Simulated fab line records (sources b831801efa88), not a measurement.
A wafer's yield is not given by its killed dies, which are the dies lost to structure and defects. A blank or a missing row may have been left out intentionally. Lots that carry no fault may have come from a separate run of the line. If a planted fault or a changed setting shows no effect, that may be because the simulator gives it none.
Matching of chambers / flow sky130 / 3 sister chambers for SKY_PASSIVATION_CVD_02 on pecvd-04
The step deposits Si3N4, target thk 540 nm. 14 wafers are shown with their chamber, then 7 later ones without.

== WAFERS, EACH WITH ITS CHAMBER ==
wafer=L075.4; chamber=0; heaterPowerW (W)=698; heaterPowerOuterW (W)=390; rfFwdPowerW (W)=448.9
wafer=L075.5; chamber=1; heaterPowerW (W)=700; heaterPowerOuterW (W)=433; rfFwdPowerW (W)=452.3
wafer=L075.6; chamber=2; heaterPowerW (W)=607; heaterPowerOuterW (W)=374; rfFwdPowerW (W)=450.0
wafer=L076.3; chamber=2; heaterPowerW (W)=681; heaterPowerOuterW (W)=432; rfFwdPowerW (W)=446.8
wafer=L076.5; chamber=1; heaterPowerW (W)=674; heaterPowerOuterW (W)=409; rfFwdPowerW (W)=450.5
wafer=L076.6; chamber=2; heaterPowerW (W)=562; heaterPowerOuterW (W)=329; rfFwdPowerW (W)=449.9
wafer=L081.1; chamber=0; heaterPowerW (W)=656; heaterPowerOuterW (W)=386; rfFwdPowerW (W)=447.8
wafer=L081.3; chamber=2; heaterPowerW (W)=638; heaterPowerOuterW (W)=408; rfFwdPowerW (W)=450.6
wafer=L081.4; chamber=0; heaterPowerW (W)=699; heaterPowerOuterW (W)=402; rfFwdPowerW (W)=448.2
wafer=L082.3; chamber=0; heaterPowerW (W)=602; heaterPowerOuterW (W)=340; rfFwdPowerW (W)=448.7
wafer=L082.5; chamber=1; heaterPowerW (W)=713; heaterPowerOuterW (W)=428; rfFwdPowerW (W)=450.0
wafer=L082.6; chamber=0; heaterPowerW (W)=643; heaterPowerOuterW (W)=366; rfFwdPowerW (W)=449.0
wafer=L086.2; chamber=1; heaterPowerW (W)=628; heaterPowerOuterW (W)=373; rfFwdPowerW (W)=447.6
wafer=L086.4; chamber=1; heaterPowerW (W)=680; heaterPowerOuterW (W)=399; rfFwdPowerW (W)=447.1

SIGNATURES (means of the wafers above)
reading=heaterPowerW; chamber 0=659.60; chamber 1=679.00; chamber 2=622.00; scatter within a chamber=40.9
reading=heaterPowerOuterW; chamber 0=376.80; chamber 1=408.40; chamber 2=385.75; scatter within a chamber=31.2
reading=rfFwdPowerW; chamber 0=448.520; chamber 1=449.500; chamber 2=449.325; scatter within a chamber=1.6
Rule: distance of a wafer from a chamber = root of the sum over the readings of ((wafer's reading minus chamber's mean) / reading's scatter) squared. The wafer belongs to the nearest chamber; if the next one is less than 2 further off, it can't be placed. The scatter: take each reading less its chamber's mean, square it, sum over the shown wafers, divide by the number of wafers less the number of chambers, and take the root.

== WAFERS MISSING THEIR CHAMBER ==
wafer=L086.5; heaterPowerW (W)=658; heaterPowerOuterW (W)=376; rfFwdPowerW (W)=451.0
wafer=L092.3; heaterPowerW (W)=651; heaterPowerOuterW (W)=359; rfFwdPowerW (W)=449.8
wafer=L092.4; heaterPowerW (W)=697; heaterPowerOuterW (W)=411; rfFwdPowerW (W)=450.5
wafer=L092.5; heaterPowerW (W)=689; heaterPowerOuterW (W)=420; rfFwdPowerW (W)=449.9
wafer=L093.1; heaterPowerW (W)=684; heaterPowerOuterW (W)=418; rfFwdPowerW (W)=450.0
wafer=L093.2; heaterPowerW (W)=711; heaterPowerOuterW (W)=405; rfFwdPowerW (W)=450.7
wafer=L093.5; heaterPowerW (W)=674; heaterPowerOuterW (W)=428; rfFwdPowerW (W)=447.5

== CHAMBER TAKEN BY EACH ==
wafer=L086.5; from the rows above=can't be placed: 2 or 1 or 0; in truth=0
wafer=L092.3; from the rows above=can't be placed: 0 or 2 or 1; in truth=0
wafer=L092.4; from the rows above=can't be placed: 1 or 0 or 2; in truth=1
wafer=L092.5; from the rows above=can't be placed: 1 or 0 or 2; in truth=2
wafer=L093.1; from the rows above=can't be placed: 1 or 0 or 2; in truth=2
wafer=L093.2; from the rows above=can't be placed: 1 or 0 or 2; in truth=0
wafer=L093.5; from the rows above=can't be placed: 1 or 0 or 2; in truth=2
Correctly placed: 0 of 7. Not placeable from these rows: 7 (in 7, the candidates include the true chamber). Wrongly placed: 0.
